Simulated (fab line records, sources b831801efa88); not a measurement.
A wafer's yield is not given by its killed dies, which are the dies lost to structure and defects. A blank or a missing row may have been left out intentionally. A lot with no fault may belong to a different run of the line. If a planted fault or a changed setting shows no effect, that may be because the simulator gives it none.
fab line records + flow sfq_line
[record]
- lots = 6
- wafers = 18
- last_day = 92
route steps=325 shown M2@95 I2@103
lots that met no fault: from a run of the same line without faults
start_h: hours from the record's first day to the start of the lot's first wafer shown + wait_h: hours elapsed since this lot's preceding step + " same as the row above + L1.1+2: one row covering several wafers at once + - no value present, or no start provided + * or withheld: withheld + < > ~ a bound
route shown NAME@n: a module of which the file shows steps, and the number in the route of the first + usual: mean/standard deviation of fault-free wafers + same: alike in all rows + chamber/n: place in a boat + sites: the reading at each site + _std_site: the values' standard deviation + _edge_site: outer sites' mean less inner sites' + radius_mm: how far each site lies from the wafer's centre + mask NAME#n: copy n + behind: tool/chamber where the wafer was last shaped + hold: what put the lot on hold/how long, in hours/how the hold closed + device: which transistor (n, p or np) failed to switch + end of line: tests of these same wafers at the route's end + a step without rows: its recipe alone + killed: dies that structure and defects cost at the first sort, which is not the same as the wafer's yield + map: a wafer's dies, marking killed ones x, the rest . and places with no die _
set.NAME: the run value of the setting; set.NAME@STEP: its run value at that earlier step + model.NAME: the simulator's own value behind a step, which no gauge read
certain route steps with their lots: each step a table, each wafer a row
services: when a tool's chamber went out of use (start_h, in hours from the record's first day, below 0 if earlier), for how many hours, and the reason
[[steps]]
[step SFQ_TRILAYER_M2_LITHO_EXPOSE_058]
[recipe]
- mask_id = M2
- na = 0.6
- source_shape = conventional
- sigma_outer = 0.65
- target_cd_nm = 500
- dose_mj = 14.4
[step SFQ_TRILAYER_M2_LITHO_PEB_060]
[recipe]
- peb_temp_c = 115
- peb_time_s = 60
- resist = KrF
[step SFQ_TRILAYER_M2_LITHO_DEVELOP_059]
[recipe]
- time_s = 60
- resist = KrF
[step SFQ_M2_OVL_MEAS_916]
[usual]
- M2_OVL = 4/4.7
| lot.wafer | tool       | chamber | start_h | wait_h | M2_OVL[nm] |
|-----------|------------|---------|---------|--------|------------|
| L419.2    | overlay-02 | -       | 359.58  | 0.1    | 3          |
| L419.4    | "          | -       | "       | "      | 4          |
| L419.6    | "          | -       | "       | "      | 3          |
| L420.1    | overlay-01 | -       | 386.01  | 0.1    | -2         |
| L420.2    | "          | -       | "       | "      | 7          |
| L420.5    | "          | -       | "       | "      | 8          |
| L425.1    | overlay-01 | -       | 659.60  | 0.1    | -4         |
| L425.2    | "          | -       | "       | "      | -4         |
| L425.3    | "          | -       | "       | "      | -5         |
| L434.1    | overlay-02 | -       | 767.59  | 0.1    | -6         |
| L434.5    | "          | -       | "       | "      | -5         |
| L434.6    | "          | -       | "       | "      | -2         |
| L435.2    | overlay-01 | -       | 774.79  | 0.1    | 7          |
| L435.3    | "          | -       | "       | "      | 8          |
| L435.5    | "          | -       | "       | "      | 2          |
| L442.3    | overlay-02 | -       | 800.19  | 0.1    | 7          |
| L442.4    | "          | -       | "       | "      | 1          |
| L442.5    | "          | -       | "       | "      | 0          |
[step SFQ_TRILAYER_M2_BARC_OPEN_METAL_ETCH_077]
[recipe]
- mask_material = PR
- chemistry = O2
- target_depth_nm = 125
- target = BARC
- icp_w = 600
- bias_w = 80
- pressure_mtorr = 10
- time_s = 41.7
[usual]
- drypump_motor_current_A = 5.38/0.26
- oes_product_au = 0.685/0.0042
| lot.wafer | tool         | chamber | start_h | wait_h | drypump_motor_current_A | oes_product_au | rf_hours_counter_h |
|-----------|--------------|---------|---------|--------|-------------------------|----------------|--------------------|
| L419.2    | rie_metal-01 | 0       | 359.61  | 0.0    | 5.82                    | 0.683          | 69                 |
| L419.4    | "            | 0       | "       | "      | 5.84                    | 0.682          | -                  |
| L419.6    | "            | 1       | "       | "      | 5.37                    | 0.687          | -                  |
| L420.1    | rie_metal-04 | 1       | 386.05  | 0.0    | 5.32                    | 0.691          | 4                  |
| L420.2    | "            | 0       | "       | "      | 5.07                    | 0.682          | 52                 |
| L420.5    | "            | 1       | "       | "      | 5.32                    | 0.687          | -                  |
| L425.1    | rie_metal-04 | 1       | 659.63  | 0.0    | 5.32                    | 0.686          | 41                 |
| L425.2    | "            | 0       | "       | "      | 5.06                    | 0.692          | 90                 |
| L425.3    | "            | 0       | "       | "      | 5.03                    | 0.691          | -                  |
| L434.1    | rie_metal-04 | 1       | 767.62  | 0.0    | 5.35                    | 0.684          | 58                 |
| L434.5    | "            | 0       | "       | "      | 5.07                    | 0.694          | -                  |
| L434.6    | "            | 1       | "       | "      | 5.34                    | 0.684          | -                  |
| L435.2    | rie_metal-03 | 0       | 774.82  | 0.0    | 5.24                    | 0.682          | 53                 |
| L435.3    | "            | 1       | "       | "      | 5.51                    | 0.690          | -                  |
| L435.5    | "            | 0       | "       | "      | 5.22                    | 0.686          | -                  |
| L442.3    | rie_metal-03 | 0       | 800.23  | 0.0    | 5.23                    | 0.684          | -                  |
| L442.4    | "            | 1       | "       | "      | 5.52                    | 0.686          | -                  |
| L442.5    | "            | 1       | "       | "      | 5.52                    | 0.685          | -                  |
[step SFQ_TRILAYER_M2_ETCH_METAL_ETCH_060]
[recipe]
- target = Nb
- stop_on = SiO2
- mask_material = PR
- chemistry = Cl2/Ar
- target_depth_nm = 240
- icp_w = 600
- bias_w = 80
- pressure_mtorr = 10
- time_s = 120
[step SFQ_TRILAYER_M2_STRIP_STRIP_061]
[recipe]
- gas = O2
- power_w = 200
- platen_temp_c = 40
- overash_fraction = 0.65
- chemistry = O2
- pressure_mtorr = 50
[usual]
- drypump_motor_current_A = 5.38/0.26
- oes_product_au = 1.000/0.015
| lot.wafer | tool         | chamber | start_h | wait_h | drypump_motor_current_A | oes_product_au | rf_hours_counter_h |
|-----------|--------------|---------|---------|--------|-------------------------|----------------|--------------------|
| L419.2    | rie_metal-01 | 0       | 359.79  | 0.1    | 5.82                    | 0.980          | 70                 |
| L419.4    | "            | 0       | "       | "      | 5.81                    | 0.983          | -                  |
| L419.6    | "            | 1       | "       | "      | 5.38                    | 0.998          | -                  |
| L420.1    | rie_metal-04 | 1       | 386.23  | 0.1    | 5.32                    | 0.990          | 4                  |
| L420.2    | "            | 0       | "       | "      | 5.04                    | 1.017          | 53                 |
| L420.5    | "            | 1       | "       | "      | 5.33                    | 0.994          | -                  |
| L425.1    | rie_metal-04 | 1       | 659.82  | 0.1    | 5.30                    | 0.996          | 41                 |
| L425.2    | "            | 0       | "       | "      | 5.06                    | 1.016          | 90                 |
| L425.3    | "            | 0       | "       | "      | 5.04                    | 1.012          | -                  |
| L434.1    | rie_metal-04 | 1       | 767.81  | 0.1    | 5.30                    | 0.982          | 58                 |
| L434.5    | "            | 0       | "       | "      | 5.03                    | 1.006          | -                  |
| L434.6    | "            | 1       | "       | "      | 5.27                    | 0.989          | -                  |
| L435.2    | rie_metal-03 | 0       | 775.01  | 0.1    | 5.27                    | 0.996          | 53                 |
| L435.3    | "            | 1       | "       | "      | 5.53                    | 1.012          | -                  |
| L435.5    | "            | 0       | "       | "      | 5.26                    | 1.000          | -                  |
| L442.3    | rie_metal-03 | 0       | 800.60  | 0.2    | 5.26                    | 1.014          | -                  |
| L442.4    | "            | 1       | "       | "      | 5.51                    | 1.011          | -                  |
| L442.5    | "            | 1       | "       | "      | 5.52                    | 1.025          | -                  |
[step SFQ_TRILAYER_M2_STRIP_SOLV_CLEAN_062]
[recipe]
- chemistry = NMP
- temp_c = 70
- time_s = 600
[step SFQ_TRILAYER_I2_DEP_PECVD_063]
[recipe]
- material = SiO2
- temp_c = 150
- time_s = 111.11
- pressure_torr = 2.4
- rf_w = 183.3
- precursor = SiH4/N2O
- target_thk_nm = 500
[usual]
- heater_power_w = 78/14
- throttle_valve_pct = 25.0/1.3
| lot.wafer | tool     | chamber | start_h | wait_h | heater_power_w | since_wet_clean_h | throttle_valve_pct |
|-----------|----------|---------|---------|--------|----------------|-------------------|--------------------|
| L419.2    | pecvd-02 | 1       | 360.57  | 0.0    | 67             | 519               | 26.6               |
| L419.4    | "        | 1       | "       | "      | 71             | -                 | 26.8               |
| L419.6    | "        | 2       | "       | "      | 58             | -                 | 24.5               |
| L420.1    | pecvd-02 | 2       | 387.01  | 0.0    | 63             | 545               | 24.5               |
| L420.2    | "        | 0       | "       | "      | 59             | 545               | 25.8               |
| L420.5    | "        | 1       | "       | "      | 69             | -                 | 26.8               |
| L425.1    | pecvd-04 | 1       | 660.59  | 0.0    | 66             | 452               | 24.8               |
| L425.2    | "        | 2       | "       | "      | 84             | 452               | 24.4               |
| L425.3    | "        | 0       | "       | "      | 102            | 452               | 23.4               |
| L434.1    | pecvd-01 | 0       | 768.58  | 0.0    | 83             | 191               | 24.0               |
| L434.5    | "        | 2       | "       | "      | 110            | -                 | 25.1               |
| L434.6    | "        | 1       | "       | "      | 79             | -                 | 25.1               |
| L435.2    | pecvd-01 | 1       | 775.78  | 0.0    | 74             | 198               | 25.2               |
| L435.3    | "        | 2       | "       | "      | 99             | 198               | 25.1               |
| L435.5    | "        | 0       | "       | "      | 87             | -                 | 24.1               |
| L442.3    | pecvd-04 | 2       | 801.17  | 0.0    | 83             | 593               | 24.1               |
| L442.4    | "        | 0       | "       | "      | 97             | -                 | 23.6               |
| L442.5    | "        | 2       | "       | "      | 84             | -                 | 24.6               |
[step SFQ_TRILAYER_I2_CMP_CMP_064]
[recipe]
- material = SiO2
- down_force_psi = 3
- platen_rpm = 60
- pad_velocity_m_s = 0.94248
[usual]
- motor_current_A = 9.7/0.6
- platen_rpm = 60.01/0.039
- time_to_endpoint_s = 218/8.2
| lot.wafer | tool   | chamber | start_h | wait_h | motor_current_A | platen_rpm | time_to_endpoint_s |
|-----------|--------|---------|---------|--------|-----------------|------------|--------------------|
| L419.4    | cmp-02 | 1       | 361.93  | 1.3    | 9.8             | 60.06      | 208                |
| L419.2    | "      | 2       | "       | "      | 9.6             | 60.02      | 212                |
| L419.6    | "      | 0       | 363.43  | 2.8    | 10.4            | 59.96      | 219                |
| L420.2    | cmp-01 | 2       | 387.58  | 0.5    | 9.2             | 60.01      | 217                |
| L420.1    | "      | 0       | 388.58  | 1.5    | 8.7             | 59.96      | 225                |
| L420.5    | "      | 1       | "       | "      | 9.0             | 59.99      | 225                |
| L425.2    | cmp-02 | 3       | 661.54  | 0.9    | 9.2             | 60.01      | 214                |
| L425.1    | "      | 0       | "       | "      | 10.7            | 59.91      | 224                |
| L425.3    | "      | 2       | 663.04  | 2.4    | 9.6             | 59.98      | 216                |
| L434.1    | cmp-02 | 3       | 777.06  | 8.4    | 9.8             | 59.99      | 212                |
| L434.5    | "      | 3       | 779.06  | 10.4   | 10.0            | 60.02      | 210                |
| L434.6    | "      | 0       | "       | "      | 10.7            | 59.96      | 222                |
| L435.2    | cmp-02 | 3       | 783.06  | 7.2    | 10.0            | 59.99      | 209                |
| L435.3    | "      | 1       | 784.06  | 8.2    | 10.5            | 60.01      | 210                |
| L435.5    | "      | 0       | 785.56  | 9.7    | 10.7            | 59.99      | 224                |
| L442.3    | cmp-02 | 2       | 834.71  | 33.5   | 9.3             | 60.02      | 220                |
| L442.4    | "      | 3       | "       | "      | 9.5             | 59.99      | 222                |
| L442.5    | "      | 2       | 836.71  | 35.5   | 9.6             | 60.02      | 234                |
[step SFQ_I2_BOW_MEAS_917]
[recipe]
- mode = bow
[usual]
- I2_BOW = 0/8.7
| lot.wafer | tool          | chamber | start_h | wait_h | I2_BOW[um] |
|-----------|---------------|---------|---------|--------|------------|
| L419.2    | film_metro-03 | -       | 364.45  | 1.5    | 12         |
| L419.4    | "             | -       | "       | "      | -6         |
| L419.6    | "             | -       | "       | "      | 12         |
| L420.1    | film_metro-02 | -       | 390.08  | 1.0    | -8         |
| L420.2    | "             | -       | "       | "      | 6          |
| L420.5    | "             | -       | "       | "      | 5          |
| L425.1    | film_metro-02 | -       | 664.54  | 2.0    | -2         |
| L425.2    | "             | -       | "       | "      | -2         |
| L425.3    | "             | -       | "       | "      | 9          |
| L434.1    | film_metro-03 | -       | 780.06  | 2.5    | 15         |
| L434.5    | "             | -       | "       | "      | 3          |
| L434.6    | "             | -       | "       | "      | 15         |
| L435.2    | film_metro-04 | -       | 786.08  | 2.5    | -1         |
| L435.3    | "             | -       | "       | "      | -16        |
| L435.5    | "             | -       | "       | "      | -5         |
| L442.3    | film_metro-03 | -       | 837.75  | 2.5    | -3         |
| L442.4    | "             | -       | "       | "      | 0          |
| L442.5    | "             | -       | "       | "      | -1         |
[step SFQ_TRILAYER_I2_METRO_MEASURE_065]
[usual]
- thk_nm = 200.5/1.1
| lot.wafer | tool          | chamber | start_h | wait_h | thk_nm |
|-----------|---------------|---------|---------|--------|--------|
| L419.2    | film_metro-03 | -       | 364.75  | 0.3    | 199.7  |
| L419.4    | "             | -       | "       | "      | 199.2  |
| L419.6    | "             | -       | "       | "      | 200.0  |
| L420.1    | film_metro-02 | -       | 390.20  | 0.1    | 202.7  |
| L420.2    | "             | -       | "       | "      | 202.8  |
| L420.5    | "             | -       | "       | "      | 201.0  |
| L425.1    | film_metro-02 | -       | 664.66  | 0.1    | 200.3  |
| L425.2    | "             | -       | "       | "      | 199.9  |
| L425.3    | "             | -       | "       | "      | 200.9  |
| L434.1    | film_metro-03 | -       | 780.18  | 0.1    | 202.1  |
| L434.5    | "             | -       | "       | "      | 200.4  |
| L434.6    | "             | -       | "       | "      | 199.8  |
| L435.2    | film_metro-04 | -       | 786.38  | 0.3    | 199.2  |
| L435.3    | "             | -       | "       | "      | 197.7  |
| L435.5    | "             | -       | "       | "      | 199.0  |
| L442.3    | film_metro-03 | -       | 838.23  | 0.5    | 200.6  |
| L442.4    | "             | -       | "       | "      | 200.5  |
| L442.5    | "             | -       | "       | "      | 202.3  |
[step SFQ_TRILAYER_I2_VIA_LITHO_COAT_072]
[recipe]
- resist = BARC
- spin_rpm = 3000
- resist_thk_nm = 62
[usual]
- dispense_pressure_kPa = 52/4
- resist_line_temp_C = 23.03/0.11
| lot.wafer | tool           | chamber | start_h | wait_h | dispense_pressure_kPa | resist_line_temp_C | model.BARC_of_TRILAYER_I2_VIA_LITHO_COAT_072.thk_nm |
|-----------|----------------|---------|---------|--------|-----------------------|--------------------|-----------------------------------------------------|
| L419.2    | litho_track-03 | 0       | 365.80  | 0.8    | 56                    | 23.01              | 61.88                                               |
| L419.4    | "              | 0       | "       | "      | 56                    | 23.04              | 61.65                                               |
| L419.6    | "              | 0       | "       | "      | 56                    | 22.98              | 61.93                                               |
| L420.1    | litho_track-02 | 0       | 391.40  | 1.0    | 51                    | 23.26              | 61.95                                               |
| L420.2    | "              | 0       | "       | "      | 51                    | 23.05              | 61.98                                               |
| L420.5    | "              | 0       | "       | "      | 51                    | 23.04              | 61.88                                               |
| L425.1    | litho_track-02 | 0       | 665.86  | 1.0    | 51                    | 23.21              | 62.01                                               |
| L425.2    | "              | 0       | "       | "      | 51                    | 23.14              | 62.02                                               |
| L425.3    | "              | 0       | "       | "      | 51                    | 23.20              | 62.02                                               |
| L434.1    | litho_track-03 | 0       | 781.38  | 1.0    | 56                    | 23.04              | 57.84                                               |
| L434.5    | "              | 0       | "       | "      | 56                    | 22.97              | 57.73                                               |
| L434.6    | "              | 0       | "       | "      | 56                    | 23.08              | 57.74                                               |
| L435.2    | litho_track-03 | 0       | 787.43  | 0.8    | 56                    | 23.05              | 57.85                                               |
| L435.3    | "              | 0       | "       | "      | 56                    | 23.25              | 58                                                  |
| L435.5    | "              | 0       | "       | "      | 56                    | 23.06              | 57.96                                               |
| L442.3    | litho_track-02 | 0       | 839.13  | 0.7    | 51                    | 23.22              | 62.02                                               |
| L442.4    | "              | 0       | "       | "      | 51                    | 23.27              | 62.11                                               |
| L442.5    | "              | 0       | "       | "      | 51                    | 23.08              | 62.17                                               |
[step SFQ_TRILAYER_I2_VIA_LITHO_COAT_067]
[recipe]
- resist = KrF
- spin_rpm = 3000
- resist_thk_nm = 650
[step SFQ_TRILAYER_I2_VIA_LITHO_SOFTBAKE_071]
[recipe]
- temp_c = withheld
- time_s = withheld
- resist = KrF
[step SFQ_TRILAYER_I2_VIA_LITHO_EXPOSE_068]
[recipe]
- mask_id = I2
- na = 0.6
- source_shape = conventional
- sigma_outer = 0.65
- target_cd_nm = 500
- dose_mj = 21.3
[step SFQ_TRILAYER_I2_VIA_LITHO_PEB_070]
[recipe]
- peb_temp_c = 115
- peb_time_s = 60
- resist = KrF
[step SFQ_TRILAYER_I2_VIA_LITHO_DEVELOP_069]
[recipe]
- time_s = 60
- resist = KrF
[step SFQ_I2_OVL_MEAS_918]
[usual]
- I2_OVL = -1/6.7
| lot.wafer | tool       | chamber | start_h | wait_h | I2_OVL[nm] |
|-----------|------------|---------|---------|--------|------------|
| L419.2    | overlay-02 | -       | 517.12  | 0.1    | 7          |
| L419.4    | "          | -       | "       | "      | 7          |
| L419.6    | "          | -       | "       | "      | 9          |
| L420.1    | overlay-02 | -       | 545.91  | 0.1    | 7          |
| L420.2    | "          | -       | "       | "      | 2          |
| L420.5    | "          | -       | "       | "      | 3          |
| L425.1    | overlay-01 | -       | 781.17  | 0.1    | 0          |
| L425.2    | "          | -       | "       | "      | -8         |
| L425.3    | "          | -       | "       | "      | 2          |
| L434.1    | overlay-02 | -       | 909.40  | 0.1    | 1          |
| L434.5    | "          | -       | "       | "      | -3         |
| L434.6    | "          | -       | "       | "      | 4          |
| L435.2    | overlay-02 | -       | 914.21  | 0.1    | 7          |
| L435.3    | "          | -       | "       | "      | 7          |
| L435.5    | "          | -       | "       | "      | 3          |
| L442.3    | overlay-01 | -       | 968.92  | 0.1    | 1          |
| L442.4    | "          | -       | "       | "      | 5          |
| L442.5    | "          | -       | "       | "      | -1         |
[step SFQ_TRILAYER_I2_VIA_BARC_OPEN_VIA_ETCH_096]
[recipe]
- mask_material = PR
- chemistry = O2
- target_depth_nm = 125
- target = BARC
- source_w = 500
- bias_w = 80
- pressure_mtorr = 30
- time_s = 41.7
[usual]
- drypump_motor_current_A = 6.0/0.59
- oes_product_au = 0.685/0.0051
| lot.wafer | tool        | chamber | start_h | wait_h | drypump_motor_current_A | oes_product_au | rf_hours_counter_h | model.etch.depth_nm |
|-----------|-------------|---------|---------|--------|-------------------------|----------------|--------------------|---------------------|
| L419.2    | rie_diel-02 | 3       | 517.15  | 0.0    | 5.6                     | 0.676          | 4                  | 61.88               |
| L419.4    | "           | 0       | "       | "      | 5.1                     | 0.686          | 4                  | 61.65               |
| L419.6    | "           | 0       | "       | "      | 5.1                     | 0.688          | -                  | 61.93               |
| L420.1    | rie_diel-02 | 1       | 545.95  | 0.0    | 5.7                     | 0.681          | 12                 | 61.95               |
| L420.2    | "           | 2       | "       | "      | 6.7                     | 0.693          | 1                  | 61.98               |
| L420.5    | "           | 0       | "       | "      | 5.0                     | 0.673          | -                  | 61.88               |
| L425.1    | rie_diel-01 | 3       | 781.21  | 0.0    | 6.4                     | 0.689          | 8                  | 62.01               |
| L425.2    | "           | 0       | "       | "      | 6.0                     | 0.679          | 32                 | 62.02               |
| L425.3    | "           | 1       | "       | "      | 6.7                     | 0.695          | 14                 | 62.02               |
| L434.1    | rie_diel-03 | 2       | 909.44  | 0.0    | 5.7                     | 0.665          | 15                 | 57.84               |
| L434.5    | "           | 0       | "       | "      | 6.4                     | 0.659          | -                  | 57.73               |
| L434.6    | "           | 3       | "       | "      | 6.7                     | 0.668          | -                  | 57.74               |
| L435.2    | rie_diel-02 | 2       | 914.24  | 0.0    | 6.7                     | 0.664          | 7                  | 57.85               |
| L435.3    | "           | 3       | "       | "      | 5.6                     | 0.663          | 10                 | 58                  |
| L435.5    | "           | 0       | "       | "      | 5.0                     | 0.662          | -                  | 57.96               |
| L442.3    | rie_diel-02 | 1       | 968.95  | 0.0    | 5.7                     | 0.681          | 19                 | 62.02               |
| L442.4    | "           | 3       | "       | "      | 5.6                     | 0.681          | 11                 | 62.11               |
| L442.5    | "           | 1       | "       | "      | 5.8                     | 0.687          | -                  | 62.17               |
[step SFQ_TRILAYER_I2_VIA_ETCH_VIA_ETCH_070]
[recipe]
- target = SiO2
- stop_on = Nb
- mask_material = PR
- taper_deg = 20
- chemistry = CHF3
- target_depth_nm = 260
- source_w = 500
- bias_w = 80
- pressure_mtorr = 30
- time_s = withheld
[[services]]
| tool         | chamber | start_h | hours | kind   |
|--------------|---------|---------|-------|--------|
| rie_metal-03 | -       | 337.71  | 0.3   | repair |
| cmp-02       | -       | 360.64  | 0.5   | repair |
| cmp-02       | -       | 408.43  | 4.0   | pm     |
| rie_metal-03 | -       | 410.89  | 2.8   | pm     |
| rie_diel-02  | 2       | 430.64  | 15.1  | repair |
| rie_metal-03 | -       | 436.87  | 1.8   | repair |
| rie_diel-02  | 3       | 438.18  | 2.5   | repair |
| rie_metal-04 | -       | 445.66  | 0.7   | repair |
| rie_metal-04 | -       | 464.35  | 1.4   | pm     |
| cmp-02       | -       | 490.13  | 0.9   | repair |
| rie_metal-04 | -       | 514.39  | 0.5   | repair |
| rie_diel-02  | -       | 530.02  | 0.8   | repair |
| cmp-02       | -       | 554.61  | 4.0   | pm     |
| cmp-02       | -       | 645.24  | 5.6   | pm     |
| cmp-02       | -       | 723.81  | 0.9   | repair |
| rie_metal-04 | 1       | 735.32  | 6.8   | repair |
| cmp-02       | -       | 737.72  | 2.9   | repair |
| cmp-02       | -       | 748.87  | 4.0   | pm     |
| cmp-02       | -       | 759.69  | 0.4   | repair |
| cmp-02       | -       | 821.63  | 7.1   | repair |
| cmp-02       | -       | 894.85  | 5.1   | repair |
| cmp-02       | -       | 929.99  | 7.5   | pm     |
| rie_metal-04 | 0       | 943.20  | 3.1   | repair |
| rie_metal-04 | 0       | 961.39  | 12.6  | repair |
[[key]]
[first_sign]
- step = SFQ_TRILAYER_I2_VIA_BARC_OPEN_VIA_ETCH_096
- reading = oes_product_au
- direction = down
- sigmas = 4.2
- usual = 0.685
- struck = 0.664
effect none on later readings
[model_effect]
- step = SFQ_TRILAYER_I2_VIA_LITHO_COAT_072
- value = BARC_of_TRILAYER_I2_VIA_LITHO_COAT_072.thk_nm
- without = 62.06
- struck = 57.85
[model_effect]
- step = SFQ_TRILAYER_I2_VIA_BARC_OPEN_VIA_ETCH_096
- value = etch.depth_nm
- without = 62.06
- struck = 57.85
met_at SFQ_TRILAYER_I2_VIA_LITHO_COAT_072
struck_wafers L434.1,L434.5,L434.6,L435.2,L435.3,L435.5
onset_between 365.80 781.38
also_fits SFQ_TRILAYER_I2_DEP_PECVD_063:pecvd-01
[fault]
- kind = process_parameter_drift
- tool = litho_track-03
- chamber = -
- onset_h = 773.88
- steps = SFQ_TRILAYER_I2_VIA_LITHO_COAT_072
- channel = resist_thk_nm
- offset = -4.1997
- shape = step
- end_h = 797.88
- acts_in = these_recipes_only
- stated = 62
